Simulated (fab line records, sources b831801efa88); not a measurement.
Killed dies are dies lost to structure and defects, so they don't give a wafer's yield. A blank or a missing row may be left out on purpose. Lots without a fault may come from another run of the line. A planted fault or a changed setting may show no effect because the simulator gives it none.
fab line records | flow sfq_line
record lots=6 wafers=18 last_day=92
route steps=325 shown JJ@193 M5@198
lots that met no fault: from a run of the same line without faults
start_h: hours from the record's first day to the start of the lot's first wafer shown | wait_h: hours since the lot's step before | " the same as in the row above | L1.1+2: a row that stands for several wafers | - no value, or no start given | * or withheld: withheld | < > ~ a bound
route shown NAME@n: a module of which the file shows steps, and the number in the route of the first | usual: mean/standard deviation of fault-free wafers | same: alike in all rows | chamber/n: place in a boat | sites: the reading at each site | _std_site: their standard deviation | _edge_site: outer sites' mean less inner sites' | radius_mm: how far each site lies from the wafer's centre | mask NAME#n: copy n | behind: the tool/chamber that last shaped the wafer | hold: why the lot was held/for how many hours/how that ended | device: the transistor (n, p or np) that didn't switch | end of line: the same wafers' tests at the end of the route | a step without rows: its recipe alone | killed: dies lost to structure and defects at the first sort, not the wafer's yield | map: a wafer's dies, x killed, . not, _ none there
set.NAME: the setting as run; set.NAME@STEP: as run at that earlier step | model.NAME: the simulator's own value behind a step, which no gauge read
lots at some steps of the route; a table a step, a row a wafer
services: from which hour (start_h, from the record's first day; less than 0 if before it) a tool's chamber was out of use, for how many hours, and why
## steps
# step SFQ_TRILAYER_JJ_CE_BARC_OPEN_RIE_150
# recipe mask_material=PR chemistry=O2 target_depth_nm=240 target=BARC icp_w=600 bias_w=80 pressure_mtorr=10 time_s=80
# usual drypump_motor_current_A=5.5/0.3 he_backside_leak_sccm=3.30/0.22 oes_product_au=0.538/0.0046
# columns lot.wafer tool chamber start_h wait_h drypump_motor_current_A he_backside_leak_sccm oes_product_au rf_hours_counter_h
L114.3 rie_metal-04 1 1474.66 0.6 5.5 3.06 0.538 -
L114.4 " 0 " " 5.4 3.12 0.539 -
L114.6 " 0 " " 5.4 3.31 0.532 -
L120.3 rie_metal-03 0 1509.46 0.6 5.9 3.41 0.528 -
L120.5 " 0 " " 5.9 3.42 0.535 -
L120.6 " 1 " " 5.2 3.37 0.537 -
L121.1 rie_metal-01 1 1515.43 1.0 6.0 3.23 0.544 37
L121.3 " 0 " " 5.3 3.24 0.536 -
L121.6 " 1 " " 6.0 3.22 0.538 -
L122.1 rie_metal-01 0 1622.18 1.0 5.3 3.00 0.543 45
L122.2 " 1 " " 6.0 3.01 0.537 50
L122.3 " 1 " " 6.0 3.25 0.547 -
L130.3 rie_metal-04 0 1651.02 0.6 5.4 3.17 0.537 -
L130.4 " 1 " " 5.5 3.33 0.540 -
L130.6 " 1 " " 5.4 3.55 0.542 -
L133.1 rie_metal-01 0 1662.98 1.0 5.3 3.49 0.534 52
L133.2 " 1 " " 6.0 3.06 0.536 57
L133.5 " 0 " " 5.3 3.40 0.533 -
# step SFQ_TRILAYER_JJ_CE_ETCH_RIE_118
# recipe target=Nb stop_on=Al2O3 mask_material=PR taper_deg=13.257 over_etch_frac=0.15 time_s=97.7 chemistry=SF6 target_depth_nm=170 icp_w=600 bias_w=80 pressure_mtorr=10
# usual drypump_motor_current_A=5.5/0.3 he_backside_leak_sccm=3.32/0.2 oes_product_au=0.989/0.011
# columns lot.wafer tool chamber start_h wait_h drypump_motor_current_A he_backside_leak_sccm oes_product_au rf_hours_counter_h
L114.3 rie_metal-04 1 1474.76 0.1 5.5 3.39 0.980 -
L114.4 " 0 " " 5.4 3.38 0.992 -
L114.6 " 0 " " 5.4 3.24 0.985 -
L120.3 rie_metal-03 0 1509.56 0.1 5.9 3.66 0.983 -
L120.5 " 0 " " 5.9 3.75 0.985 -
L120.6 " 1 " " 5.2 3.32 0.989 -
L121.1 rie_metal-01 1 1515.52 0.1 6.0 3.33 1.006 37
L121.3 " 0 " " 5.3 3.02 0.974 -
L121.6 " 1 " " 6.0 3.23 1.009 -
L122.1 rie_metal-01 0 1622.28 0.1 5.3 3.45 0.974 45
L122.2 " 1 " " 6.0 3.16 0.993 50
L122.3 " 1 " " 6.0 2.99 0.980 -
L130.3 rie_metal-04 0 1651.11 0.1 5.4 3.29 0.999 -
L130.4 " 1 " " 5.5 3.30 0.983 -
L130.6 " 1 " " 5.5 3.37 0.993 -
L133.1 rie_metal-01 0 1663.08 0.1 5.3 3.41 0.960 52
L133.2 " 1 " " 6.0 3.00 0.990 57
L133.5 " 0 " " 5.3 3.47 0.969 -
# step SFQ_TRILAYER_JJ_ANODIZE_ANODIZE_119
# recipe current_density_ma_cm2=withheld end_current_density_ma_cm2=withheld bath_temp_c=withheld
# step SFQ_TRILAYER_JJ_CE_STRIP_STRIP_120
# recipe gas=O2 power_w=200 platen_temp_c=40 overash_fraction=0.65 chemistry=O2 pressure_mtorr=50
# usual drypump_motor_current_A=5.5/0.33 he_backside_leak_sccm=3.34/0.18 oes_product_au=0.999/0.017
# columns lot.wafer tool chamber start_h wait_h drypump_motor_current_A he_backside_leak_sccm oes_product_au rf_hours_counter_h
L114.3 rie_metal-03 0 1475.57 0.2 5.9 3.79 1.022 -
L114.4 " 1 " " 5.1 3.26 0.992 -
L114.6 " 1 " " 5.1 3.14 0.989 -
L120.3 rie_metal-01 1 1510.33 0.2 6.0 3.23 1.022 -
L120.5 " 1 " " 6.0 3.08 1.009 -
L120.6 " 0 " " 5.3 3.32 0.974 -
L121.1 rie_metal-03 0 1516.13 0.0 6.0 3.64 1.003 74
L121.3 " 1 " " 5.2 3.20 0.985 -
L121.6 " 1 " " 5.2 3.35 0.990 -
L122.1 rie_metal-04 1 1622.88 0.0 5.5 3.35 0.983 90
L122.2 " 0 " " 5.4 3.20 1.008 10
L122.3 " 0 " " 5.4 3.21 1.009 -
L130.3 rie_metal-03 0 1651.88 0.2 5.9 3.50 1.013 -
L130.4 " 1 " " 5.2 3.23 0.994 -
L130.6 " 0 " " 5.9 3.55 1.007 -
L133.1 rie_metal-04 0 1663.68 0.0 5.4 3.21 1.018 17
L133.2 " 1 " " 5.5 3.49 0.992 97
L133.5 " 1 " " 5.5 3.40 0.984 -
# step SFQ_TRILAYER_JJ_CE_STRIP_SOLV_CLEAN_121
# recipe chemistry=NMP temp_c=70 time_s=600
# step SFQ_TRILAYER_M5_LITHO_COAT_128
# recipe resist=BARC spin_rpm=3000 resist_thk_nm=62
# step SFQ_TRILAYER_M5_LITHO_COAT_123
# recipe resist=KrF spin_rpm=3000 resist_thk_nm=600
# step SFQ_TRILAYER_M5_LITHO_SOFTBAKE_127
# recipe temp_c=withheld time_s=withheld resist=KrF
# step SFQ_TRILAYER_M5_LITHO_EXPOSE_124
# recipe mask_id=M5 na=0.6 source_shape=conventional sigma_outer=0.65 target_cd_nm=700 dose_mj=14.4
# step SFQ_TRILAYER_M5_LITHO_PEB_126
# recipe peb_temp_c=115 peb_time_s=60 resist=KrF
# step SFQ_TRILAYER_M5_LITHO_DEVELOP_125
# recipe time_s=60 resist=KrF
# step SFQ_M5_OVL_MEAS_932
# usual M5_OVL=-4/5.3
# columns lot.wafer tool chamber start_h wait_h M5_OVL[nm]
L114.3 overlay-01 - 1581.75 0.1 -6
L114.4 " - " " -4
L114.6 " - " " 4
L120.3 overlay-02 - 1613.76 0.1 -5
L120.5 " - " " 2
L120.6 " - " " -7
L121.1 overlay-02 - 1618.55 0.1 -10
L121.3 " - " " -5
L121.6 " - " " -9
L122.1 overlay-02 - 1689.81 0.1 -5
L122.2 " - " " 5
L122.3 " - " " 0
L130.3 overlay-01 - 1739.32 0.1 3
L130.4 " - " " -3
L130.6 " - " " 1
L133.1 overlay-02 - 1757.17 0.1 -4
L133.2 " - " " -14
L133.5 " - " " -6
# step SFQ_TRILAYER_M5_BARC_OPEN_METAL_ETCH_161
# recipe mask_material=PR chemistry=O2 target_depth_nm=125 target=BARC icp_w=600 bias_w=80 pressure_mtorr=10 time_s=41.7
# usual drypump_motor_current_A=5.7/0.43 he_backside_leak_sccm=3.35/0.21 oes_product_au=0.685/0.0047
# columns lot.wafer tool chamber start_h wait_h drypump_motor_current_A he_backside_leak_sccm oes_product_au rf_hours_counter_h model.KrF_of_TRILAYER_M5_LITHO_COAT_123.thk_nm
L114.3 rie_metal-02 0 1581.80 0.0 5.5 3.60 0.688 - 523.2
L114.4 " 1 " " 6.3 3.21 0.683 - 521.1
L114.6 " 0 " " 5.5 3.60 0.681 - 523.2
L120.3 rie_metal-03 0 1613.80 0.0 5.9 3.58 0.685 - 520.5
L120.5 " 0 " " 6.0 3.58 0.681 - 544.2
L120.6 " 1 " " 5.1 3.26 0.679 - 543.8
L121.1 rie_metal-03 1 1618.58 0.0 5.2 3.27 0.681 70 545.5
L121.3 " 1 " " 5.2 3.21 0.692 - 523.7
L121.6 " 0 " " 6.0 3.61 0.688 - 543.7
L122.1 rie_metal-03 0 1690.30 0.5 6.0 3.53 0.681 98 520.4
L122.2 " 1 " " 5.2 3.25 0.687 83 521.7
L122.3 " 0 " " 5.9 3.64 0.685 - 519.9
L130.3 rie_metal-02 0 1739.36 0.0 5.5 3.45 0.676 - 521.9
L130.4 " 1 " " 6.3 3.15 0.684 - 522.2
L130.6 " 1 " " 6.3 3.14 0.691 - 523.3
L133.1 rie_metal-02 1 1757.21 0.0 6.3 3.05 0.679 31 523.8
L133.2 " 0 " " 5.6 3.36 0.685 5 523.8
L133.5 " 0 " " 5.5 3.40 0.684 - 525.1
# step SFQ_TRILAYER_M5_ETCH_METAL_ETCH_126
# recipe target=Nb stop_on=SiO2 mask_material=PR over_etch_frac=0.15 time_s=203.2 chemistry=Cl2/BCl3 target_depth_nm=265 icp_w=600 bias_w=80 pressure_mtorr=10
# usual drypump_motor_current_A=5.7/0.43 he_backside_leak_sccm=3.35/0.28 oes_product_au=0.728/0.0057
# columns lot.wafer tool chamber start_h wait_h drypump_motor_current_A he_backside_leak_sccm oes_product_au rf_hours_counter_h model.KrF_of_TRILAYER_M5_LITHO_COAT_123.thk_nm
L114.3 rie_metal-02 0 1581.90 0.1 5.5 3.50 0.747 - 373.4
L114.4 " 1 " " 6.3 3.14 0.730 - 369.1
L114.6 " 0 " " 5.5 3.59 0.730 - 373.6
L120.3 rie_metal-03 0 1613.91 0.1 5.9 3.55 0.730 - 364.4
L120.5 " 0 " " 5.9 3.69 0.730 - 389
L120.6 " 1 " " 5.2 3.41 0.733 - 390.7
L121.1 rie_metal-03 1 1618.64 0.0 5.1 3.10 0.726 70 392.5
L121.3 " 1 " " 5.2 3.08 0.733 - 371.5
L121.6 " 0 " " 5.9 3.78 0.732 - 388.7
L122.1 rie_metal-03 0 1690.36 0.0 5.9 3.59 0.726 98 364.8
L122.2 " 1 " " 5.2 3.30 0.715 83 369.5
L122.3 " 0 " " 6.0 3.68 0.725 - 362.6
L130.3 rie_metal-02 0 1739.47 0.1 5.5 3.47 0.727 - 371.4
L130.4 " 1 " " 6.3 3.13 0.720 - 368.1
L130.6 " 1 " " 6.3 3.04 0.730 - 368.9
L133.1 rie_metal-02 1 1757.27 0.0 6.3 3.13 0.720 31 372.1
L133.2 " 0 " " 5.5 3.37 0.721 5 370.5
L133.5 " 0 " " 5.6 3.60 0.726 - 371.4
# step SFQ_TRILAYER_M5_STRIP_STRIP_127
# recipe gas=O2 power_w=200 platen_temp_c=40 overash_fraction=0.65 chemistry=O2 pressure_mtorr=50
# usual drypump_motor_current_A=5.7/0.42 he_backside_leak_sccm=3.35/0.29 oes_product_au=1.002/0.012
# columns lot.wafer tool chamber start_h wait_h drypump_motor_current_A he_backside_leak_sccm oes_product_au rf_hours_counter_h
L114.3 rie_metal-02 0 1582.23 0.3 5.5 3.66 0.981 -
L114.4 " 1 " " 6.3 3.12 0.993 -
L114.6 " 0 " " 5.5 3.65 0.973 -
L120.3 rie_metal-03 0 1614.24 0.3 5.9 3.50 1.019 -
L120.5 " 0 " " 5.9 3.47 1.003 -
L120.6 " 1 " " 5.2 3.27 0.995 -
L121.1 rie_metal-03 1 1618.84 0.1 5.2 3.40 1.007 70
L121.3 " 1 " " 5.2 3.35 1.006 -
L121.6 " 0 " " 5.9 3.67 1.015 -
L122.1 rie_metal-03 0 1690.56 0.1 5.9 3.38 1.006 99
L122.2 " 1 " " 5.2 3.35 0.987 83
L122.3 " 0 " " 5.9 3.55 1.011 -
L130.3 rie_metal-02 0 1739.80 0.3 5.6 3.33 0.998 -
L130.4 " 1 " " 6.3 3.25 1.012 -
L130.6 " 1 " " 6.3 3.24 1.018 -
L133.1 rie_metal-02 1 1757.46 0.1 6.3 3.21 0.998 32
L133.2 " 0 " " 5.5 3.67 0.998 6
L133.5 " 0 " " 5.5 3.69 0.997 -
## services
# columns tool chamber start_h hours kind
rie_metal-02 - 1451.27 0.7 repair
rie_metal-01 - 1474.81 1.4 pm
rie_metal-04 0 1519.39 - clean
rie_metal-04 0 1519.39 - consumable_replace:focus_ring
rie_metal-04 0 1519.39 33.6 scheduled_down
rie_metal-04 0 1519.39 33.6 vent_cycle
rie_metal-02 1 1539.92 - clean
rie_metal-02 1 1539.92 - consumable_replace:focus_ring
rie_metal-02 1 1539.92 20.4 scheduled_down
rie_metal-02 1 1539.92 20.4 vent_cycle
rie_metal-02 - 1585.15 2.8 pm
rie_metal-03 - 1600.04 2.0 repair
rie_metal-02 1 1615.20 3.7 repair
rie_metal-03 - 1622.14 0.2 repair
rie_metal-04 - 1642.61 1.8 repair
rie_metal-04 - 1679.48 15.6 pm
rie_metal-02 0 1685.57 - clean
rie_metal-02 0 1685.57 - consumable_replace:focus_ring
rie_metal-02 0 1685.57 25.0 scheduled_down
rie_metal-02 0 1685.57 25.0 vent_cycle
rie_metal-01 0 1752.37 4.8 repair
## key
first_sign none at tools or gauges
model_effect step=SFQ_TRILAYER_M5_BARC_OPEN_METAL_ETCH_161 value=KrF_of_TRILAYER_M5_LITHO_COAT_123.thk_nm without=521.4 struck=544.3
model_effect step=SFQ_TRILAYER_M5_ETCH_METAL_ETCH_126 value=KrF_of_TRILAYER_M5_LITHO_COAT_123.thk_nm without=367.3 struck=390.2
met_at SFQ_TRILAYER_M5_BARC_OPEN_METAL_ETCH_161
struck_wafers L120.5,L120.6,L121.1,L121.6
fault kind=process_parameter_drift tool=rie_metal-03 chamber=- onset_h=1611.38 steps=SFQ_TRILAYER_M5_BARC_OPEN_METAL_ETCH_161 channel=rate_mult offset=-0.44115 shape=step end_h=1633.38 scope=struck_wafers_only
